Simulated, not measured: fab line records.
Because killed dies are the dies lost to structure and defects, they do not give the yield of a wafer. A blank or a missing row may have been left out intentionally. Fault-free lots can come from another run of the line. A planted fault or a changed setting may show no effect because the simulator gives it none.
A lot that was struck, set against a sound lot    flow gf180mcu    24 steps out of a route of 602
Sound: these wafers, L920.1, L920.5, L920.6. The struck wafers were L927.3, L927.4, L927.6. The cause is named last.
For every step that has rows: the tool of each side, followed by ch and its chambers, followed by its first start. Under that, the readings that differ: sound wafers    struck wafers    difference of the means    sigmas: that difference in standard deviations of wafers without a fault.
alike: a reading whose means differ by less than 2 such deviations, as well as words and numbers matching on both sides. not compared: withheld readings; readings where some wafer has no value; bounds like >300 that might hide an equal value; numbers whose values overlap and for which the record gives no deviation.
Wherever a step has rows on one side only, a row that says differs or no value, or a row with sigmas, the two part there. Numbers that don't overlap but have no deviation are shown without sigmas and don't part them. A reading missing from all wafers of one side parts the sides only when that side holds two or more wafers.

GF_M5_STRIP_11: strips in O2/N2.
  sound on plasmaAsher-03 ch 0,1, day 27 20:24; struck on plasmaAsher-02 ch 0,1, day 29 13:44
  alike: drypumpMotorCurrentA, heaterPowerW, oesProductAu, stripTimeToEndpointS
  not compared: rfHoursCounterH
then, 3 steps without rows for these wafers: GF_M5_STRIP_12 (strips in post etch residue remover, time 1200 s); GF_M5_CLEAN_13 (cleans in DIW); GF_V5_CVD_00 (deposits SiO2, target thk 300 nm, time 50 s).
GF_V5_THK_MEAS_01:
  sound on filmMetro-04 at day 27 20:59; struck on filmMetro-03 at day 29 14:18
  alike: V5_CVD_00_THK
GF_V5_CVD_02: deposits SiO2 from TEOS, target thk 1450 nm, time 163.28 s.
  sound on pecvd-03 ch 1,2, day 27 21:02; struck on pecvd-04 ch 0,1, day 29 14:20
  alike: heaterPowerW, rfFwdPowerW
GF_V5_THK_MEAS_03:
  sound on filmMetro-04 at day 27 21:09; struck on filmMetro-01 at day 29 14:28
  alike: V5_CVD_02_THK
GF_V5_CMP_04: polishes SiO2.
  sound on cmp-02 ch 2,3, day 27 21:23; struck on cmp-02 ch 1,2, day 29 14:31
  alike: headPressurePsi, motorCurrentA
GF_V5_BOW_MEAS_05:
  sound on filmMetro-03 at day 27 21:41; struck on filmMetro-04 at day 29 14:51
  alike: V5_BOW
then, 3 steps without rows for these wafers: GF_V5_DEHYDRATE_06 (time 60 s); GF_V5_HMDS_07 (prime time 60 s); GF_V5_COAT_08.
GF_V5_COAT_09: resist thk 1000 nm.
  sound on lithoTrack-04 ch 0, day 28 06:00; struck on lithoTrack-04 ch 0, day 29 23:00
reading                             sound              struck          difference  sigmas
model.KrF_of_V5_COAT_09.thkNm (nm)  998.6 997.2 997.5  1100 1098 1101  +102        
then, 2 steps without rows for these wafers: GF_V5_SOFTBAKE_10 (time 60 s); GF_V5_EXPOSE_11 (exposes mask Via5, target cd 260 nm).
GF_V5_PEB_12: peb time 92.74 s.
  sound: lithoTrack-04 ch 0; struck: lithoTrack-03 ch 0
  alike: plateSensorTCentreC, plateSensorTEdgeC
GF_V5_DEVELOP_13: develop time 60 s.
  sound on lithoTrack-04 ch 0, day 28 16:58; struck on lithoTrack-03 ch 0, day 30 08:32
reading                             sound              struck          difference  sigmas
model.KrF_of_V5_COAT_09.thkNm (nm)  983.6 982.3 982.6  1085 1083 1086  +102        
GF_V5_CD_MEAS_14: target cd 260 nm.
  sound on cdSem-01 at day 28 17:07; struck on cdSem-01 at day 30 08:41
reading    sound              struck             difference  sigmas
cdNm (nm)  259.4 260.1 260.2  257.1 257.4 255.9  -3.1        -3
  not compared: hold
GF_V5_OVL_MEAS_15:
  sound on overlay-02 at day 28 17:14; struck on overlay-02 at day 30 08:46
  alike: V5_OVL
  not compared: hold
GF_V5_ETCH_16: etches BARC in N2/H2.
  sound on rieDiel-02 ch 0,1,2, day 28 17:16; struck on rieDiel-01 ch 1,3, day 30 08:47
reading             sound              struck             difference  sigmas
model.V5.cdNm (nm)  258.7 260.6 259.5  256.9 257.4 255.9  -2.9        
  alike: drypumpMotorCurrentA, oesProductAu, rfFwdPowerW, throttleValvePct
GF_V5_ETCH_17: etches SiO2 in C4F8/O2/Ar, stops on TiN, target depth 855 nm.
  sound: rieDiel-02 ch 0,1,2; struck: rieDiel-01 ch 1,3
  alike: oesProductAu, rfFwdPowerW
  not compared: model.V5.cdNm
GF_V5_STRIP_18: strips in O2/N2.
  sound on plasmaAsher-01 ch 0,1, day 28 17:26; struck on plasmaAsher-03 ch 0,1, day 30 08:59
reading              sound              struck             difference  sigmas
oesProductAu (a.u.)  0.568 0.563 0.569  0.612 0.608 0.611  +0.044      +10
  alike: drypumpMotorCurrentA, heaterPowerW
  not compared: rfHoursCounterH
then, 1 step without rows for these wafers: GF_V5_STRIP_19 (strips in post etch residue remover, time 1200 s).
GF_PASSIVATION_PROBE_99:
  record: rows for the struck wafers here (prober-01, day 31 22:59), none for the sound ones

== WHERE THEY PART ==
First at GF_V5_CD_MEAS_14; last, within this record, at GF_PASSIVATION_PROBE_99.

WHY: what had been put in by the simulator
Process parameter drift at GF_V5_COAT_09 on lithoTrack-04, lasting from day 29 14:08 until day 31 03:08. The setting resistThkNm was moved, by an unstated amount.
